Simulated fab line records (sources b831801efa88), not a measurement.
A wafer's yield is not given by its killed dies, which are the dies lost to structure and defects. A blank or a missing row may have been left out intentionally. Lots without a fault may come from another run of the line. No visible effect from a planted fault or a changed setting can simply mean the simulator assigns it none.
Check of tool commonality / flow gf180mcu / 42 wafers sampled across 14 lots

== REASON IT WAS OPENED ==
2 of 14 lots carry a flag on the reading POLY_GATE_CVD_00_THK at GF_POLY_GATE_THK_MEAS_01. Wafers without a fault read 200.3 nm, standard deviation 1.9.
Rule: a lot is flagged in two cases, either no wafer of it has a number, or all its wafers with numbers fall more than 4 standard deviations from that mean. The rest of the lots are taken to be sound.

lot=L167; measured=day 8 12:40; on=film-metro-01; POLY_GATE_CVD_00_THK (nm), wafer by wafer=203.3 201.4 202.6; flag=
lot=L168; measured=day 8 22:02; on=film-metro-04; POLY_GATE_CVD_00_THK (nm), wafer by wafer=201.5 203.1 202.4; flag=
lot=L169; measured=day 8 23:26; on=film-metro-02; POLY_GATE_CVD_00_THK (nm), wafer by wafer=200.7 202.1 201.2; flag=
lot=L170; measured=day 9 04:52; on=film-metro-04; POLY_GATE_CVD_00_THK (nm), wafer by wafer=200.3 199.6 199.5; flag=
lot=L171; measured=day 9 12:47; on=film-metro-01; POLY_GATE_CVD_00_THK (nm), wafer by wafer=203.9 203.4 202.2; flag=
lot=L172; measured=day 9 16:16; on=film-metro-02; POLY_GATE_CVD_00_THK (nm), wafer by wafer=216.8 216.8 217.1; flag=FLAGGED
lot=L174; measured=day 10 04:23; on=film-metro-04; POLY_GATE_CVD_00_THK (nm), wafer by wafer=217.0 216.6 216.4; flag=FLAGGED
lot=L182; measured=day 12 16:29; on=film-metro-01; POLY_GATE_CVD_00_THK (nm), wafer by wafer=196.9 197.6 196.4; flag=
lot=L183; measured=day 13 03:37; on=film-metro-04; POLY_GATE_CVD_00_THK (nm), wafer by wafer=201.2 200.4 200.2; flag=
lot=L185; measured=day 13 14:39; on=film-metro-01; POLY_GATE_CVD_00_THK (nm), wafer by wafer=199.2 198.2 200.0; flag=
lot=L187; measured=day 14 11:01; on=film-metro-01; POLY_GATE_CVD_00_THK (nm), wafer by wafer=200.0 200.9 200.6; flag=
lot=L188; measured=day 15 05:13; on=film-metro-04; POLY_GATE_CVD_00_THK (nm), wafer by wafer=200.0 198.2 199.5; flag=
lot=L189; measured=day 15 08:44; on=film-metro-02; POLY_GATE_CVD_00_THK (nm), wafer by wafer=197.1 195.0 195.5; flag=
lot=L190; measured=day 15 18:10; on=film-metro-04; POLY_GATE_CVD_00_THK (nm), wafer by wafer=199.9 199.2 200.0; flag=
On average the flagged lots' numbers are 216.8 nm, which is +16.5 nm against the usual, or +9 standard deviations.

== TOOL THAT RAN EACH LOT ==
The record holds 1 process step before the reading, out of a route of 602 steps. Every cell lists first the tool, next ch and the chambers used by the sampled wafers, and last the start.
lot=L167; flag=; GF_POLY_GATE_CVD_00=lpcvd-02 ch 0, day 8 11:20
lot=L168; flag=; GF_POLY_GATE_CVD_00=lpcvd-01 ch 1, day 8 20:41
lot=L169; flag=; GF_POLY_GATE_CVD_00=lpcvd-01 ch 0, day 8 22:05
lot=L170; flag=; GF_POLY_GATE_CVD_00=lpcvd-01 ch 0, day 9 03:31
lot=L171; flag=; GF_POLY_GATE_CVD_00=lpcvd-01 ch 0, day 9 11:26
lot=L172; flag=FLAGGED; GF_POLY_GATE_CVD_00=lpcvd-01 ch 1, day 9 14:56
lot=L174; flag=FLAGGED; GF_POLY_GATE_CVD_00=lpcvd-01 ch 0, day 10 03:04
lot=L182; flag=; GF_POLY_GATE_CVD_00=lpcvd-01 ch 1, day 12 14:28
lot=L183; flag=; GF_POLY_GATE_CVD_00=lpcvd-01 ch 1, day 13 02:17
lot=L185; flag=; GF_POLY_GATE_CVD_00=lpcvd-01 ch 0, day 13 13:19
lot=L187; flag=; GF_POLY_GATE_CVD_00=lpcvd-02 ch 0, day 14 09:40
lot=L188; flag=; GF_POLY_GATE_CVD_00=lpcvd-01 ch 0, day 15 03:52
lot=L189; flag=; GF_POLY_GATE_CVD_00=lpcvd-01 ch 0, day 15 07:24
lot=L190; flag=; GF_POLY_GATE_CVD_00=lpcvd-02 ch 0, day 15 16:49
What these steps do:
- GF_POLY_GATE_CVD_00: deposits poly-Si, target thk 200 nm, time 1200 s.
- GF_POLY_GATE_THK_MEAS_01

== FLAGGED AGAINST TOTAL, ONE TOOL AT A TIME (gauges that did the reading follow at the end) ==
step=GF_POLY_GATE_CVD_00; tool=lpcvd-01; lots run=11; flagged=2; share of the flagged lots=all; sound lots run after its first flagged lot=5 (L182,L183,L185,L188,L189)
step=GF_POLY_GATE_CVD_00; tool=lpcvd-02; lots run=3; flagged=0; share of the flagged lots=none; sound lots run after its first flagged lot=-
step=GF_POLY_GATE_THK_MEAS_01; tool=film-metro-01; lots run=5; flagged=0; share of the flagged lots=none; sound lots run after its first flagged lot=-
step=GF_POLY_GATE_THK_MEAS_01; tool=film-metro-02; lots run=3; flagged=1; share of the flagged lots=some; sound lots run after its first flagged lot=1 (L189)
step=GF_POLY_GATE_THK_MEAS_01; tool=film-metro-04; lots run=6; flagged=1; share of the flagged lots=some; sound lots run after its first flagged lot=3 (L183,L188,L190)

== WHAT THE TABLE PERMITS ==
1 row of the table ran every flagged lot: lpcvd-01 at GF_POLY_GATE_CVD_00.
- lpcvd-01 at GF_POLY_GATE_CVD_00: 2 of its 11 lots flagged. Sound lots ran on it after the first flagged one (L182, L183, L185, L188, L189), which a lasting fault on the whole tool wouldn't allow.
Every row of the table either missed a flagged lot or ran a sound lot after the first.

== WHAT THE SIMULATOR HAD INSERTED ==
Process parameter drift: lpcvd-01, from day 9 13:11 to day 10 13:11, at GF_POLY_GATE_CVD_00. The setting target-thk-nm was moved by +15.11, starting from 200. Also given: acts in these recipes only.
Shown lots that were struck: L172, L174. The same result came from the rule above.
